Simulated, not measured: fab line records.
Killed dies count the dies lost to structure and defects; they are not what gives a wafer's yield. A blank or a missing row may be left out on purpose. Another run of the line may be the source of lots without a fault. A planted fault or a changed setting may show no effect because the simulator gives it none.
One fault seen from 2 desks	flow sky130	every desk sees just its own numbers, and what lay behind them comes last

== FROM THE METROLOGY DESK ==
Means of the sampled wafers that have a number, per lot and without regard to the tool the lot ran on: this is what the gauges read. A lot is out of limits, marked OUT, if its mean lies more than 4 standard deviations from the usual mean; the brackets give that distance.
Columns: A = POLY_GATE_CVD_00_THK at SKY_POLY_GATE_THK_MEAS_01, usual 180.8 nm
lot	first seen here	A
L618	day 15 15:19	182.6
L625	day 18 03:07	179.1
L626	day 18 11:00	112.1 (-40) OUT
L635	day 21 18:41	182.2
Per this desk, out of limits: L626; the first was L626, day 18 11:00 (POLY_GATE_CVD_00_THK at SKY_POLY_GATE_THK_MEAS_01). Within limits: L618, L625, L635.

== DESK OF THE TOOL OWNER: lpcvd-01 ==
The tool's own readings at SKY_POLY_GATE_CVD_00 (deposits poly-Si, target thk 180 nm, time 720 s): means of the sampled wafers that have a number, for each lot that ran on this tool. A lot is out of limits, marked OUT, if its mean lies more than 4 standard deviations from the usual mean; the brackets give that distance.
Columns: A = spike-tc-centre-C at SKY_POLY_GATE_CVD_00, usual 620.4 C; B = spike-tc-top-C at SKY_POLY_GATE_CVD_00, usual 635.6 C; C = spike-tc-upper-C at SKY_POLY_GATE_CVD_00, usual 620.2 C; D = zone-power-centre-pct at SKY_POLY_GATE_CVD_00, usual 9.4 %; E = zone-power-lower-pct at SKY_POLY_GATE_CVD_00, usual 8.53 %; F = zone-power-upper-pct at SKY_POLY_GATE_CVD_00, usual 9.1 %
lot	first seen here	A	B	C	D	E	F
L618	day 15 14:07	620.5	634.4	618.2	9.9	8.65	8.2
L625	day 18 01:55	627.3 (+6.9) OUT	643.7 (+5.1) OUT	567.1 (-35) OUT	14.6 (+12) OUT	8.18	0.0 (-12) OUT
L626	day 18 09:11	626.6 (+6.2) OUT	645.8 (+6.4) OUT	569.0 (-34) OUT	13.4 (+9.4) OUT	7.86	0.0 (-12) OUT
L635	day 21 17:29	621.2	633.5	619.3	9.9	8.71	8.3
This desk's finding: out of limits on L625, L626; first on L625, day 18 01:55 (spike-tc-centre-C at SKY_POLY_GATE_CVD_00). Within limits: L618, L635.

== BROUGHT TOGETHER ==
On L625, L626, at day 18 01:55, an alarm was possible from the tool owner's desk.
An alarm was possible from the metrology desk at day 18 11:00, on L626.
The metrology desk has L625 on record, within its limits.
The lots listed all ran SKY_POLY_GATE_CVD_00 on lpcvd-01.

== WHAT HAD BEEN PUT IN BY THE SIMULATOR ==
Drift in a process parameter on lpcvd-01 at SKY_POLY_GATE_CVD_00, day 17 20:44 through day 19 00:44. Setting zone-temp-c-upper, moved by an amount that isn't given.
Lots struck among those shown: L625, L626.
Time in hours from fault onset to the first out-of-limits reading at each desk: tool owner's desk 5, metrology desk 14.
